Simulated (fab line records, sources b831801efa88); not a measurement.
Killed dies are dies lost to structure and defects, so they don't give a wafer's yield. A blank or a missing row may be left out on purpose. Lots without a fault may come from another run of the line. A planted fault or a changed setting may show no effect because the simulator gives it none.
Chamber matching | flow sky130 | SKY_VIA1_ETCH_15 on rie_diel-01: 4 sister chambers
The step etches SiO2 in C4F8/O2/Ar, stops on TiN, target depth 351 nm, time 54 s. 8 wafers are shown with their chamber, then 9 later ones without.

WAFERS WITH THEIR CHAMBER
wafer  | chamber | oes_product_au (a.u.)
L079.5 | 1       | 0.988
L080.5 | 1       | 0.980
L081.3 | 0       | 0.989
L084.2 | 0       | 0.980
L084.6 | 2       | 0.972
L087.1 | 3       | 0.974
L087.2 | 2       | 0.973
L087.5 | 3       | 0.975

WAFERS WITHOUT THEIR CHAMBER
wafer  | oes_product_au (a.u.)
L091.1 | 0.976
L091.2 | 0.986
L091.5 | 0.982
L093.1 | 0.988
L093.3 | 0.980
L093.6 | 0.988
L095.1 | 0.982
L095.4 | 0.975
L095.6 | 0.981

WHICH CHAMBER EACH WENT THROUGH
wafer  | from the rows above               | in truth
L091.1 | can't be placed: 3 or 2 or 1 or 0 | 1
L091.2 | can't be placed: 0 or 1           | 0
L091.5 | can't be placed: 1 or 0 or 3 or 2 | 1
L093.1 | can't be placed: 0 or 1           | 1
L093.3 | can't be placed: 1 or 0 or 3 or 2 | 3
L093.6 | can't be placed: 0 or 1           | 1
L095.1 | can't be placed: 1 or 0 or 3 or 2 | 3
L095.4 | can't be placed: 3 or 2 or 1      | 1
L095.6 | can't be placed: 1 or 0 or 3 or 2 | 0
Placed correctly: 0 of 9. Can't be placed from these rows: 9 (the true chamber is among the candidates in 9). Placed wrongly: 0.
How it was worked out, from the rows above alone: a wafer's distance from a chamber is the root of the sum, over the readings, of the square of ((its reading less the chamber's mean) divided by the reading's scatter). The wafer belongs to the nearest chamber; if the next one is less than 2 further off, it can't be placed. A chamber's mean is the mean of its shown wafers. The scatter: the root of (the sum of the squares of (reading less its chamber's mean) over the shown wafers, divided by (wafers less chambers)).
